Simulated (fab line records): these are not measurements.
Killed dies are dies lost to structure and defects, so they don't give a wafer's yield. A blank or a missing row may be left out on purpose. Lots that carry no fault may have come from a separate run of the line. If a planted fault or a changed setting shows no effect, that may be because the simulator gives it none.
fab line records | flow sky130
record: lots: 5 wafers: 15 last-day: 48
route steps=708 shown CONTACT@415 METAL1@434
lots that met no fault: taken from a fault-free run of the same line
start-h: start of the lot's first displayed wafer, in hours after the record's first day | wait-h: hours since the lot's step before | " identical to the entry in the row above | L1.1+2: a row that stands for several wafers | - no value, or no start given | * or withheld: withheld | < > ~ a bound
route shown NAME@n: a module of which the file shows steps, and the number in the route of the first | usual: mean/standard deviation taken from wafers without a fault | same: alike in all rows | chamber/n: place in a boat | sites: each site's reading | _std_site: the values' standard deviation | _edge_site: the outer-site mean with the inner-site mean subtracted | radius-mm: how far each site lies from the wafer's centre | mask NAME#n: copy n | behind: the most recent tool/chamber to have shaped the wafer | hold: why the lot went on hold/how many hours it stayed there/how the hold came to an end | device: transistor that didn't switch, given as n, p or np | end of line: the route-end tests of the same wafers | for a step that has no rows: nothing shown but its recipe | killed: dies lost to structure and defects at the first sort, not the wafer's yield | map: per-die view of a wafer (x killed, . not killed, _ where there is no die)
set.NAME: the run value of the setting; set.NAME@STEP: its run value at that earlier step | model.NAME: the simulator's own value behind a step, which no gauge read
certain route steps with their lots: each step a table, each wafer a row
services: the hour from which a tool's chamber was out of use, counted from the record's first day as start-h (under 0 if before that day), plus the number of hours and why
== steps ==
step: SKY_CONTACT_COAT_09
recipe: resist: KrF-thick spin-rpm: 3000 resist-thk-nm: 450
usual: dispense-pressure-kPa: 49/7.2 spin-speed-rpm: 2999.7/1.9
columns lot.wafer tool chamber start-h wait-h dispense-pressure-kPa spin-speed-rpm
L075.2 litho-track-03 0 - - 42 3000.4
L075.3 " 0 " " 42 2995.4
L075.5 " 0 " " 42 3002.8
L076.4 litho-track-03 0 - - 42 2998.6
L076.5 " 0 " " 42 2999.8
L076.6 " 0 " " 42 2997.1
L077.1 litho-track-03 0 - - 42 2998.3
L077.2 " 0 " " 42 2997.5
L077.4 " 0 " " 42 2996.4
L078.1 litho-track-02 0 - - 49 2999.5
L078.4 " 0 " " 49 2998.1
L078.6 " 0 " " 49 3002.0
L089.1 litho-track-01 0 - - 60 3000.1
L089.5 " 0 " " 60 2998.6
L089.6 " 0 " " 60 3001.7
step: SKY_CONTACT_SOFTBAKE_10
recipe: temp-c: 100 time-s: 90 resist: KrF-thick
columns lot.wafer tool chamber start-h wait-h
L075.2+3+5 litho-track-03 0 - -
L076.4+5+6 litho-track-03 0 - -
L077.1+2+4 litho-track-03 0 - -
L078.1+4+6 litho-track-02 0 - -
L089.1+5+6 litho-track-01 0 - -
step: SKY_CONTACT_EXPOSE_11
recipe: mask-id: CTM1 na: 0.8 source-shape: annular sigma-inner: 0.55 sigma-outer: 0.85 target-cd-nm: 170 dose-mj: 38
columns lot.wafer tool chamber start-h wait-h mask
L075.2+3+5 krf-scanner-02 0 - - CTM1#0
L076.4+5+6 krf-scanner-01 0 - - CTM1#0
L077.1+2+4 krf-scanner-01 0 - - CTM1#0
L078.1+4+6 krf-scanner-02 0 - - CTM1#0
L089.1+5+6 krf-scanner-01 0 - - CTM1#0
step: SKY_CONTACT_PEB_12
recipe: peb-temp-c: withheld peb-time-s: withheld resist: KrF-thick
columns lot.wafer tool chamber start-h wait-h
L075.2+3+5 litho-track-02 0 - -
L076.4+5+6 litho-track-02 0 - -
L077.1+2+4 litho-track-03 0 - -
L078.1+4+6 litho-track-02 0 - -
L089.1+5+6 litho-track-01 0 - -
step: SKY_CONTACT_DEVELOP_13
recipe: develop-time-s: 60 resist: KrF-thick dev-temp-c: 21
columns lot.wafer tool chamber start-h wait-h
L075.2+3+5 litho-track-02 0 - -
L076.4+5+6 litho-track-02 0 - -
L077.1+2+4 litho-track-03 0 - -
L078.1+4+6 litho-track-02 0 - -
L089.1+5+6 litho-track-01 0 - -
step: SKY_CONTACT_CD_MEAS_14
recipe: target-cd-nm: 170
usual: cd-nm: 170.0/1.8
columns lot.wafer tool chamber start-h wait-h cd-nm
L075.2 cd-sem-02 - 744.43 - 173.1
L075.3 " - " " 172.7
L075.5 " - " " 172.8
L076.4 cd-sem-01 - 745.52 - 168.5
L076.5 " - " " 169.5
L076.6 " - " " 168.8
L077.1 cd-sem-01 - 768.83 - 170.1
L077.2 " - " " 170.0
L077.4 " - " " 170.8
L078.1 cd-sem-02 - 773.81 - 171.4
L078.4 " - " " 170.1
L078.6 " - " " 171.5
L089.1 cd-sem-01 - 853.40 - 166.9
L089.5 " - " " 168.7
L089.6 " - " " 167.4
step: SKY_CONTACT_OVL_MEAS_15
usual: CONTACT_OVL: -1/5.8
columns lot.wafer tool chamber start-h wait-h CONTACT_OVL[nm]
L075.2 overlay-01 - 744.53 0.1 -4
L075.3 " - " " -9
L075.5 " - " " -2
L076.4 overlay-02 - 745.60 0.1 7
L076.5 " - " " 13
L076.6 " - " " -1
L077.1 overlay-01 - 768.95 0.1 3
L077.2 " - " " 5
L077.4 " - " " -6
L078.1 overlay-01 - 773.93 0.1 4
L078.4 " - " " 2
L078.6 " - " " 6
L089.1 overlay-02 - 853.52 0.1 8
L089.5 " - " " 1
L089.6 " - " " -4
step: SKY_CONTACT_ETCH_16
recipe: chemistry: N2/H2 target: BARC ion-energy-ev: 200 source-w: 500 bias-w: 100 pressure-mtorr: 30 n2-flow-sccm: 100 h2-flow-sccm: 200 stop-on: SiO2 time-s: 45.9 target-depth-a: 600
usual: drypump-motor-current-A: 5.8/0.38 oes-product-au: 0.855/0.0045 throttle-valve-pct: 13.224/0.0079
columns lot.wafer tool chamber start-h wait-h drypump-motor-current-A oes-product-au rf-hours-counter-h throttle-valve-pct
L075.2 rie-diel-04 2 744.56 0.0 5.4 0.854 9 13.220
L075.3 " 1 " " 5.2 0.857 3 13.236
L075.5 " 3 " " 6.0 0.860 - 13.212
L076.4 rie-diel-03 3 745.61 0.0 6.0 0.852 42 13.210
L076.5 " 2 " " 5.8 0.860 - 13.226
L076.6 " 1 " " 6.1 0.857 - 13.225
L077.1 rie-diel-04 3 768.99 0.0 6.0 0.842 16 13.235
L077.2 " 2 " " 5.4 0.852 10 13.210
L077.4 " 1 " " 5.2 0.855 4 13.216
L078.1 rie-diel-01 0 773.96 0.0 5.8 0.861 26 13.219
L078.4 " 3 " " 6.4 0.860 14 13.218
L078.6 " 0 " " 5.8 0.863 - 13.233
L089.1 rie-diel-04 1 853.55 0.0 5.2 0.868 7 13.227
L089.5 " 2 " " 5.4 0.850 - 13.233
L089.6 " 3 " " 6.0 0.859 - 13.234
step: SKY_CONTACT_ETCH_17
recipe: target: SiO2 chemistry: C4F8/O2/Ar stop-on: Si3N4 mask-material: KrF-thick source-w: 1500 bias-w: 1200 pressure-mtorr: 40 c4f8-flow-sccm: withheld O2_flow_sccm: 6 Ar_flow_sccm: 300 time-s: withheld target-depth-a: 3400
usual: oes-product-au: 0.891/0.0051
columns lot.wafer tool chamber start-h wait-h oes-product-au
L075.2 rie-diel-04 2 744.61 0.0 0.886
L075.3 " 1 " " 0.892
L075.5 " 3 " " 0.897
L076.4 rie-diel-03 3 745.66 0.0 0.893
L076.5 " 2 " " 0.887
L076.6 " 1 " " 0.892
L077.1 rie-diel-04 3 769.03 0.0 0.892
L077.2 " 2 " " 0.888
L077.4 " 1 " " 0.893
L078.1 rie-diel-01 0 774.01 0.0 0.892
L078.4 " 3 " " 0.904
L078.6 " 0 " " 0.891
L089.1 rie-diel-04 1 853.59 0.0 0.884
L089.5 " 2 " " 0.889
L089.6 " 3 " " 0.887
step: SKY_CONTACT_ETCH_18
recipe: target: Si3N4 chemistry: CHF3/O2 stop-on: TiN source-w: 600 bias-w: 200 pressure-mtorr: 40 chf3-flow-sccm: 50 O2_flow_sccm: 5 time-s: 39 target-depth-a: 750
usual: chf3-flow-sccm: 50.01/0.13 drypump-motor-current-A: 5.8/0.38 oes-product-au: 0.856/0.0075 throttle-valve-pct: 8.795/0.011
columns lot.wafer tool chamber start-h wait-h chf3-flow-sccm drypump-motor-current-A oes-product-au rf-hours-counter-h throttle-valve-pct
L075.2 rie-diel-04 2 - - 49.85 5.4 0.854 9 8.798
L075.3 " 1 " " 50.11 5.2 0.849 3 8.793
L075.5 " 3 " " 50.06 6.0 0.865 - 8.793
L076.4 rie-diel-03 3 - - 50.05 6.0 0.862 42 8.788
L076.5 " 2 " " 50.10 5.8 0.871 - 8.802
L076.6 " 1 " " 49.87 6.2 0.854 - 8.812
L077.1 rie-diel-04 3 - - 50.24 6.0 0.853 16 8.789
L077.2 " 2 " " 49.99 5.4 0.840 10 8.784
L077.4 " 1 " " 49.83 5.2 0.869 4 8.812
L078.1 rie-diel-01 0 - - 49.75 5.8 0.861 26 8.805
L078.4 " 3 " " 50.04 6.4 0.868 14 8.795
L078.6 " 0 " " 49.72 5.9 0.861 - 8.798
L089.1 rie-diel-04 1 - - 49.91 5.2 0.846 7 8.814
L089.5 " 2 " " 50.11 5.4 0.867 - 8.802
L089.6 " 3 " " 50.21 6.0 0.853 - 8.801
step: SKY_CONTACT_STRIP_19
recipe: chemistry: O2/N2 power-w: 1400 pressure-mtorr: 1500 platen-temp-c: withheld o2-flow-sccm: 3000 n2-flow-sccm: 300 overash-fraction: 0.5
usual: drypump-motor-current-A: 5.7/0.54 oes-product-au: 0.381/0.0048 strip-time-to-endpoint-s: 3.63/0.033
same: overash-fraction: 0.5
columns lot.wafer tool chamber start-h wait-h drypump-motor-current-A oes-product-au rf-hours-counter-h strip-time-to-endpoint-s
L075.2 plasma-asher-02 1 744.70 - 5.8 0.382 0 3.61
L075.3 " 1 " " 5.8 0.384 - 3.63
L075.5 " 1 " " 5.8 0.388 - 3.67
L076.4 plasma-asher-02 0 745.78 - 6.0 0.385 - 3.59
L076.5 " 0 " " 6.0 0.372 - 3.63
L076.6 " 1 " " 5.8 0.382 - 3.63
L077.1 plasma-asher-04 1 769.12 - 6.2 0.379 69 3.66
L077.2 " 0 " " 4.9 0.382 69 3.63
L077.4 " 1 " " 6.2 0.386 - 3.62
L078.1 plasma-asher-01 0 774.10 - 5.2 0.378 91 3.61
L078.4 " 1 " " 6.3 0.380 - 3.62
L078.6 " 1 " " 6.3 0.380 - 3.63
L089.1 plasma-asher-01 1 853.68 - 6.3 0.381 99 3.62
L089.5 " 1 " " 6.3 0.381 - 3.68
L089.6 " 0 " " 5.2 0.386 - 3.66
step: SKY_CONTACT_STRIP_20
recipe: chemistry: post-etch-residue-remover time-s: 1200 temp-c: 72.5
usual: bath-guard-temp-C: 73.0/0.63
columns lot.wafer tool chamber start-h wait-h bath-guard-temp-C
L075.2 wet-bench-04 0 744.80 0.1 72.5
L075.3 " 0 " " 72.3
L075.5 " 0 " " 72.2
L076.4 wet-bench-03 2 745.85 0.0 71.5
L076.5 " 2 " " 71.9
L076.6 " 2 " " 71.6
L077.1 wet-bench-04 2 769.22 0.1 73.2
L077.2 " 2 " " 73.5
L077.4 " 2 " " 73.5
L078.1 wet-bench-03 1 774.20 0.1 73.4
L078.4 " 1 " " 73.9
L078.6 " 1 " " 73.4
L089.1 wet-bench-04 3 853.78 0.1 72.8
L089.5 " 3 " " 72.8
L089.6 " 3 " " 72.5
step: SKY_CONTACT_CLEAN_21
recipe: chemistry: IPA time-s: 180 temp-c: 25
columns lot.wafer tool chamber start-h wait-h
L075.2+3+5 wet-bench-01 2 745.14 0.0
L076.4+5+6 wet-bench-01 3 746.22 0.0
L077.1+2+4 wet-bench-03 2 769.56 0.0
L078.1+4+6 wet-bench-01 2 774.54 0.0
L089.1+5+6 wet-bench-01 2 854.16 0.0
step: SKY_CONTACT_CLEAN_22
recipe: chemistry: O3/DIW dry: n2-spin
columns lot.wafer tool chamber start-h wait-h
L075.2+3+5 wet-bench-03 3 745.20 0.0
L076.4+5+6 wet-bench-03 2 746.28 0.0
L077.1+2+4 wet-bench-03 1 769.62 0.0
L078.1+4+6 wet-bench-04 3 774.60 0.0
L089.1+5+6 wet-bench-03 1 854.22 0.0
step: SKY_CONTACT_SPUTTER_23
recipe: material: TiN target-thk-nm: 20 chamber-pressure-pa: 5 power-w: 4000 time-s: 80
usual: throttle-valve-pct: 30.0/1
columns lot.wafer tool chamber start-h wait-h throttle-valve-pct
L075.2 pvd-sputter-01 - 745.30 0.0 30.5
L075.3 " - " " 30.6
L075.5 " - " " 30.4
L076.4 pvd-sputter-03 - 746.38 0.0 30.6
L076.5 " - " " 28.6
L076.6 " - " " 31.5
L077.1 pvd-sputter-01 - 769.71 0.0 30.6
L077.2 " - " " 30.5
L077.4 " - " " 29.8
L078.1 pvd-sputter-01 - 774.69 0.0 28.1
L078.4 " - " " 30.4
L078.6 " - " " 30.3
L089.1 pvd-sputter-02 - 854.31 0.0 30.8
L089.5 " - " " 30.1
L089.6 " - " " 28.7
step: SKY_CONTACT_CVD_24
recipe: material: W target-thk-nm: 340 time-s: 102.12 temp-c: 400 pressure-torr: 40
usual: heater-power-outer-w: 494/24 heater-power-w: 813/54
columns lot.wafer tool chamber start-h wait-h heater-power-outer-w heater-power-w
L075.2 cvd-w-02 0 745.36 0.0 531 905
L075.3 " 0 " " 528 913
L075.5 " 0 " " 526 889
L076.4 cvd-w-02 0 746.48 0.1 533 903
L076.5 " 0 " " 538 905
L076.6 " 1 " " 482 797
L077.1 cvd-w-01 0 769.78 0.0 472 773
L077.2 " 1 " " 498 788
L077.4 " 1 " " 503 752
L078.1 cvd-w-02 0 774.76 0.0 525 898
L078.4 " 1 " " 485 814
L078.6 " 1 " " 480 805
L089.1 cvd-w-01 1 854.37 0.0 504 770
L089.5 " 1 " " 495 773
L089.6 " 0 " " 459 766
step: SKY_CONTACT_RS_MEAS_25
recipe: thk-meas-gauge: four-point-probe reads: W_of_CONTACT_CVD_24+TiN_of_CONTACT_SPUTTER_23
usual: CONTACT_W_RS: 0.336/0.0062
columns lot.wafer tool chamber start-h wait-h CONTACT_W_RS[ohm/sq]
L075.2 film-metro-04 - 745.49 0.1 0.333
L075.3 " - " " 0.329
L075.5 " - " " 0.330
L076.4 film-metro-04 - 746.61 0.1 0.336
L076.5 " - " " 0.334
L076.6 " - " " 0.339
L077.1 film-metro-04 - 769.89 0.1 0.333
L077.2 " - " " 0.326
L077.4 " - " " 0.324
L078.1 film-metro-01 - 774.87 0.1 0.337
L078.4 " - " " 0.343
L078.6 " - " " 0.342
L089.1 film-metro-04 - 854.48 0.1 0.329
L089.5 " - " " 0.327
L089.6 " - " " 0.331
step: SKY_CONTACT_THK_MEAS_26
recipe: thk-meas-gauge: xrf reads: W_of_CONTACT_CVD_24
usual: CONTACT_W_THK: 344/7
columns lot.wafer tool chamber start-h wait-h CONTACT_W_THK[nm]
L075.2 film-metro-04 - 745.60 0.1 346
L075.3 " - " " 347
L075.5 " - " " 348
L076.4 film-metro-04 - 746.70 0.1 340
L076.5 " - " " 343
L076.6 " - " " 337
L077.1 film-metro-04 - 770.01 0.1 344
L077.2 " - " " 352
L077.4 " - " " 354
L078.1 film-metro-01 - 774.99 0.1 340
L078.4 " - " " 336
L078.6 " - " " 335
L089.1 film-metro-04 - 854.60 0.1 348
L089.5 " - " " 351
L089.6 " - " " 348
step: SKY_CONTACT_CMP_27
recipe: stop-on: SiO2 t-overpolish-s: 15 down-force-psi: 3.5 platen-rpm: 60 target-thk-nm: 0 pad-velocity-m-s: 0.94248
usual: head-pressure-psi: 3.501/0.0077 motor-current-A: 11.8/0.8 overpolish-run-s: 15.000/0.0085 time-to-endpoint-s: 81/4.4
columns lot.wafer tool chamber start-h wait-h head-pressure-psi motor-current-A overpolish-run-s time-to-endpoint-s
L075.3 cmp-01 1 745.75 0.1 3.504 12.2 14.992 88
L075.2 " 2 " " 3.506 12.6 14.989 86
L075.5 " 3 " " 3.506 12.6 14.977 93
L076.4 cmp-01 3 747.11 0.4 3.496 12.1 14.999 90
L076.6 " 1 " " 3.493 11.4 14.993 86
L076.5 " 2 " " 3.507 12.9 14.992 85
L077.2 cmp-01 0 770.12 0.1 3.507 11.3 15.011 83
L077.1 " 1 " " 3.507 11.1 15.006 83
L077.4 " 2 " " 3.502 12.5 15.003 89
L078.1 cmp-01 1 775.05 0.1 3.504 11.6 14.995 85
L078.4 " 0 " " 3.511 11.4 15.019 80
L078.6 " 1 " " 3.501 12.3 14.988 84
L089.1 cmp-01 0 854.66 0.1 3.492 12.1 15.001 77
L089.6 " 0 " " 3.507 12.0 15.005 80
L089.5 " 1 " " 3.515 11.0 15.004 83
step: SKY_METAL1_SPUTTER_00
recipe: material: Ti target-thk-nm: 15 power-w: 3000 time-s: 10 chamber-pressure-pa: 0.4
usual: throttle-valve-pct: 30.0/1.3
columns lot.wafer tool chamber start-h wait-h throttle-valve-pct
L075.2 pvd-sputter-04 - 745.95 0.1 31.1
L075.3 " - " " 28.2
L075.5 " - " " 28.9
L076.4 pvd-sputter-04 - 747.31 0.1 31.2
L076.5 " - " " 31.3
L076.6 " - " " 28.6
L077.1 pvd-sputter-04 - 770.37 0.1 28.7
L077.2 " - " " 31.4
L077.4 " - " " 31.5
L078.1 pvd-sputter-03 - 775.35 0.2 28.7
L078.4 " - " " 31.0
L078.6 " - " " 28.8
L089.1 pvd-sputter-04 - 854.96 0.2 31.5
L089.5 " - " " 31.4
L089.6 " - " " 28.5
step: SKY_METAL1_SPUTTER_01
recipe: material: TiN target-thk-nm: 20 power-w: 6500 time-s: 16.7 chamber-pressure-pa: 0.4
usual: throttle-valve-pct: 30.0/1.3
columns lot.wafer tool chamber start-h wait-h throttle-valve-pct
L075.2 pvd-sputter-04 - 745.98 0.0 31.4
L075.3 " - " " 28.4
L075.5 " - " " 28.5
L076.4 pvd-sputter-04 - 747.33 0.0 31.2
L076.5 " - " " 31.4
L076.6 " - " " 28.8
L077.1 pvd-sputter-04 - 770.39 0.0 28.7
L077.2 " - " " 31.2
L077.4 " - " " 31.9
L078.1 pvd-sputter-03 - 775.37 0.0 28.6
L078.4 " - " " 31.0
L078.6 " - " " 28.8
L089.1 pvd-sputter-04 - 854.98 0.0 31.3
L089.5 " - " " 31.6
L089.6 " - " " 28.2
step: SKY_METAL1_SPUTTER_02
recipe: material: AlCu target-thk-nm: 250 power-w: 10600 time-s: 13.3 chamber-pressure-pa: 0.4
usual: throttle-valve-pct: 30.0/1.3
columns lot.wafer tool chamber start-h wait-h throttle-valve-pct
L075.2 pvd-sputter-04 - 746.00 0.0 31.2
L075.3 " - " " 28.1
L075.5 " - " " 28.7
L076.4 pvd-sputter-04 - 747.36 0.0 31.1
L076.5 " - " " 31.2
L076.6 " - " " 28.4
L077.1 pvd-sputter-04 - 770.42 0.0 28.7
L077.2 " - " " 31.7
L077.4 " - " " 31.8
L078.1 pvd-sputter-03 - 775.40 0.0 28.6
L078.4 " - " " 30.8
L078.6 " - " " 28.5
L089.1 pvd-sputter-04 - 855.01 0.0 31.5
L089.5 " - " " 31.1
L089.6 " - " " 28.5
step: SKY_METAL1_SPUTTER_03
recipe: material: Ti target-thk-nm: 5 power-w: 3000 time-s: 3.3 chamber-pressure-pa: 0.4
usual: throttle-valve-pct: 30.0/1.3
columns lot.wafer tool chamber start-h wait-h throttle-valve-pct
L075.2 pvd-sputter-04 - 746.03 0.0 31.5
L075.3 " - " " 28.3
L075.5 " - " " 28.6
L076.4 pvd-sputter-04 - 747.38 0.0 31.4
L076.5 " - " " 31.3
L076.6 " - " " 28.4
L077.1 pvd-sputter-04 - 770.44 0.0 28.7
L077.2 " - " " 31.3
L077.4 " - " " 31.4
L078.1 pvd-sputter-03 - 775.42 0.0 28.6
L078.4 " - " " 30.8
L078.6 " - " " 28.7
L089.1 pvd-sputter-04 - 855.03 0.0 31.6
L089.5 " - " " 31.1
L089.6 " - " " 28.1
step: SKY_METAL1_SPUTTER_04
recipe: material: TiN target-thk-nm: 70 power-w: 6500 time-s: 58.3 chamber-pressure-pa: 0.4
usual: throttle-valve-pct: 30.0/1.3
columns lot.wafer tool chamber start-h wait-h throttle-valve-pct
L075.2 pvd-sputter-04 - 746.04 0.0 31.5
L075.3 " - " " 28.3
L075.5 " - " " 28.9
L076.4 pvd-sputter-04 - 747.40 0.0 31.5
L076.5 " - " " 31.2
L076.6 " - " " 28.4
L077.1 pvd-sputter-04 - 770.46 0.0 28.6
L077.2 " - " " 31.4
L077.4 " - " " 31.5
L078.1 pvd-sputter-03 - 775.44 0.0 28.7
L078.4 " - " " 30.6
L078.6 " - " " 28.9
L089.1 pvd-sputter-04 - 855.05 0.0 31.1
L089.5 " - " " 31.5
L089.6 " - " " 28.4
step: SKY_METAL1_RS_MEAS_05
recipe: thk-meas-gauge: four-point-probe reads: TiN_of_METAL1_SPUTTER_04+Ti_of_METAL1_SPUTTER_03+AlCu_of_METAL1_SPUTTER_02+TiN_of_METAL1_SPUTTER_01+Ti_of_METAL1_SPUTTER_00
usual: METAL1_ALCU_RS: 0.1263/0.0013
columns lot.wafer tool chamber start-h wait-h METAL1_ALCU_RS[ohm/sq]
L075.2 film-metro-02 - 746.11 0.0 0.1274
L075.3 " - " " 0.1270
L075.5 " - " " 0.1266
L076.4 film-metro-03 - 747.51 0.1 0.1274
L076.5 " - " " 0.1265
L076.6 " - " " 0.1259
L077.1 film-metro-02 - 770.51 0.0 0.1247
L077.2 " - " " 0.1265
L077.4 " - " " 0.1257
L078.1 film-metro-04 - 775.49 0.0 0.1253
L078.4 " - " " 0.1260
L078.6 " - " " 0.1239
L089.1 film-metro-04 - 855.10 0.0 0.1267
L089.5 " - " " 0.1263
L089.6 " - " " 0.1275
step: SKY_METAL1_THK_MEAS_06
recipe: thk-meas-gauge: xrf reads: AlCu_of_METAL1_SPUTTER_02
usual: METAL1_ALCU_THK: 255.1/2.6
columns lot.wafer tool chamber start-h wait-h METAL1_ALCU_THK[nm]
L075.2 film-metro-02 - 746.22 0.1 253.7
L075.3 " - " " 255.6
L075.5 " - " " 255.4
L076.4 film-metro-03 - 747.60 0.1 254.3
L076.5 " - " " 254.1
L076.6 " - " " 255.3
L077.1 film-metro-02 - 770.63 0.1 259.4
L077.2 " - " " 254.7
L077.4 " - " " 255.6
L078.1 film-metro-04 - 775.61 0.1 257.7
L078.4 " - " " 256.3
L078.6 " - " " 259.3
L089.1 film-metro-04 - 855.22 0.1 253.5
L089.5 " - " " 254.7
L089.6 " - " " 251.6
step: SKY_METAL1_DEHYDRATE_07
recipe: temp-c: 200 time-s: 60
columns lot.wafer tool chamber start-h wait-h
L075.2+3+5 litho-track-03 0 758.91 12.7
L076.4+5+6 litho-track-01 0 760.82 13.2
L077.1+2+4 litho-track-04 0 782.93 12.3
L078.1+4+6 litho-track-04 0 788.13 12.5
L089.1+5+6 litho-track-01 0 867.00 11.8
step: SKY_METAL1_HMDS_08
recipe: prime-time-s: 60 prime-temp-c: 120
columns lot.wafer tool chamber start-h wait-h
L075.2+3+5 litho-track-03 0 759.06 0.1
L076.4+5+6 litho-track-01 0 760.97 0.1
L077.1+2+4 litho-track-04 0 783.08 0.1
L078.1+4+6 litho-track-04 0 788.28 0.1
L089.1+5+6 litho-track-01 0 867.15 0.1
step: SKY_METAL1_COAT_09
recipe: resist: BARC temp-c: withheld time-s: withheld spin-rpm: 3000 resist-thk-nm: 60
usual: dispense-pressure-kPa: 51/7.5 spin-speed-rpm: 2999.8/1.9
columns lot.wafer tool chamber start-h wait-h dispense-pressure-kPa spin-speed-rpm
L075.2 litho-track-03 0 759.21 0.1 42 2997.8
L075.3 " 0 " " 42 3002.3
L075.5 " 0 " " 42 3001.1
L076.4 litho-track-01 0 761.12 0.1 60 3001.5
L076.5 " 0 " " 60 2998.2
L076.6 " 0 " " 60 3000.6
L077.1 litho-track-04 0 783.23 0.1 51 2999.4
L077.2 " 0 " " 51 2996.6
L077.4 " 0 " " 51 3000.1
L078.1 litho-track-04 0 788.43 0.1 51 3002.1
L078.4 " 0 " " 51 3001.7
L078.6 " 0 " " 51 2996.6
L089.1 litho-track-01 0 867.30 0.1 60 3000.9
L089.5 " 0 " " 60 2998.3
L089.6 " 0 " " 60 3000.5
step: SKY_METAL1_COAT_10
recipe: resist: KrF-thick spin-rpm: 3000 resist-thk-nm: 450
usual: dispense-pressure-kPa: 51/7.5 spin-speed-rpm: 3000.0/1.9
columns lot.wafer tool chamber start-h wait-h dispense-pressure-kPa spin-speed-rpm
L075.2 litho-track-03 0 - - 42 3001.9
L075.3 " 0 " " 42 2999.4
L075.5 " 0 " " 42 3001.2
L076.4 litho-track-01 0 - - 60 2999.9
L076.5 " 0 " " 60 2999.4
L076.6 " 0 " " 59 3000.1
L077.1 litho-track-04 0 - - 51 3001.0
L077.2 " 0 " " 51 3000.5
L077.4 " 0 " " 51 2999.8
L078.1 litho-track-04 0 - - 51 2997.8
L078.4 " 0 " " 51 2999.8
L078.6 " 0 " " 51 3000.0
L089.1 litho-track-01 0 - - 60 2998.9
L089.5 " 0 " " 60 2996.3
L089.6 " 0 " " 60 3001.9
step: SKY_METAL1_SOFTBAKE_11
recipe: temp-c: 100 time-s: 90 resist: KrF-thick
columns lot.wafer tool chamber start-h wait-h
L075.2+3+5 litho-track-03 0 - -
L076.4+5+6 litho-track-01 0 - -
L077.1+2+4 litho-track-04 0 - -
L078.1+4+6 litho-track-04 0 - -
L089.1+5+6 litho-track-01 0 - -
step: SKY_METAL1_EXPOSE_12
recipe: mask-id: MM1 na: 0.8 source-shape: annular sigma-inner: 0.55 sigma-outer: 0.85 target-cd-nm: 140 dose-mj: 28
columns lot.wafer tool chamber start-h wait-h mask
L075.2+3+5 krf-scanner-02 0 - - MM1#0
L076.4+5+6 krf-scanner-01 0 - - MM1#0
L077.1+2+4 krf-scanner-01 0 - - MM1#0
L078.1+4+6 krf-scanner-01 0 - - MM1#0
L089.1+5+6 krf-scanner-01 0 - - MM1#0
step: SKY_METAL1_PEB_13
recipe: peb-temp-c: withheld peb-time-s: withheld resist: KrF-thick
columns lot.wafer tool chamber start-h wait-h
L075.2+3+5 litho-track-04 0 - -
L076.4+5+6 litho-track-03 0 - -
L077.1+2+4 litho-track-04 0 - -
L078.1+4+6 litho-track-04 0 - -
L089.1+5+6 litho-track-01 0 - -
step: SKY_METAL1_DEVELOP_14
recipe: develop-time-s: 60 resist: KrF-thick dev-temp-c: 21
columns lot.wafer tool chamber start-h wait-h
L075.2+3+5 litho-track-04 0 - -
L076.4+5+6 litho-track-03 0 - -
L077.1+2+4 litho-track-04 0 - -
L078.1+4+6 litho-track-04 0 - -
L089.1+5+6 litho-track-01 0 - -
step: SKY_METAL1_CD_MEAS_15
recipe: target-cd-nm: 140
usual: cd-nm: 140.3/1.6
columns lot.wafer tool chamber start-h wait-h cd-nm
L075.2 cd-sem-02 - 772.60 - 140.1
L075.3 " - " " 140.7
L075.5 " - " " 141.3
L076.4 cd-sem-01 - 774.54 - 140.2
L076.5 " - " " 139.1
L076.6 " - " " 139.2
L077.1 cd-sem-02 - 797.68 - 145.2
L077.2 " - " " 144.5
L077.4 " - " " 143.6
L078.1 cd-sem-01 - 801.74 - 140.2
L078.4 " - " " 139.9
L078.6 " - " " 140.0
L089.1 cd-sem-02 - 881.20 - 137.7
L089.5 " - " " 137.3
L089.6 " - " " 138.8
step: SKY_METAL1_OVL_MEAS_16
usual: METAL1_OVL: -3/5.5
columns lot.wafer tool chamber start-h wait-h METAL1_OVL[nm]
L075.2 overlay-01 - 772.70 0.1 -5
L075.3 " - " " -8
L075.5 " - " " 1
L076.4 overlay-02 - 774.62 0.1 -1
L076.5 " - " " -4
L076.6 " - " " -11
L077.1 overlay-01 - 797.80 0.1 -14
L077.2 " - " " -11
L077.4 " - " " -1
L078.1 overlay-01 - 801.86 0.1 -5
L078.4 " - " " -5
L078.6 " - " " -1
L089.1 overlay-01 - 881.32 0.1 -3
L089.5 " - " " 3
L089.6 " - " " -2
step: SKY_METAL1_DESCUM_17
recipe: chemistry: O2 source-power-w: 150 bias-power-w: 0 pressure-mtorr: 10 temp-c: 40 time-s: 8
usual: drypump-motor-current-A: 5.9/0.32 oes-product-au: 1.003/0.011
columns lot.wafer tool chamber start-h wait-h drypump-motor-current-A oes-product-au rf-hours-counter-h
L075.2 rie-metal-02 1 772.73 0.0 6.4 0.977 14
L075.3 " 1 " " 6.3 0.987 -
L075.5 " 0 " " 5.6 1.005 -
L076.4 rie-metal-01 1 774.65 0.0 5.8 1.001 -
L076.5 " 1 " " 5.8 0.997 -
L076.6 " 0 " " 5.8 1.012 -
L077.1 rie-metal-02 1 797.83 0.0 6.3 0.996 14
L077.2 " 0 " " 5.7 1.013 2
L077.4 " 1 " " 6.3 0.993 -
L078.1 rie-metal-01 0 801.90 0.0 5.8 0.996 8
L078.4 " 1 " " 5.8 1.005 -
L078.6 " 0 " " 5.9 0.995 -
L089.1 rie-metal-02 0 881.35 0.0 5.6 1.011 6
L089.5 " 1 " " 6.4 0.982 -
L089.6 " 0 " " 5.6 1.016 -
== services ==
columns tool chamber start-h hours kind
krf-scanner-01 - 709.42 0.9 repair
krf-scanner-01 - 710.30 4.0 pm
cmp-01 - 711.22 4.5 pm
krf-scanner-01 - 714.32 1.0 pm
krf-scanner-01 - 717.14 7.6 repair
krf-scanner-01 - 727.46 0.8 pm
rie-diel-04 - 734.91 1.2 repair
rie-metal-02 1 735.88 14.0 repair
krf-scanner-02 - 745.92 1.3 pm
krf-scanner-02 - 751.47 1.4 repair
wet-bench-04 - 760.33 1.9 pm
rie-metal-02 - 772.92 14.6 pm
krf-scanner-02 - 784.44 1.0 pm
pvd-sputter-01 - 789.80 9.3 repair
krf-scanner-01 - 794.64 3.0 pm
cvd-w-02 1 801.05 2.5 repair
rie-diel-03 2 803.68 7.2 repair
rie-diel-04 0 815.97 15.1 repair
rie-diel-04 - 822.53 2.8 repair
krf-scanner-01 - 824.88 1.3 pm
pvd-sputter-03 - 830.58 4.7 repair
rie-diel-04 3 844.48 1.9 repair
wet-bench-03 - 859.85 2.3 repair
krf-scanner-01 - 864.30 0.9 repair
== key ==
fault none
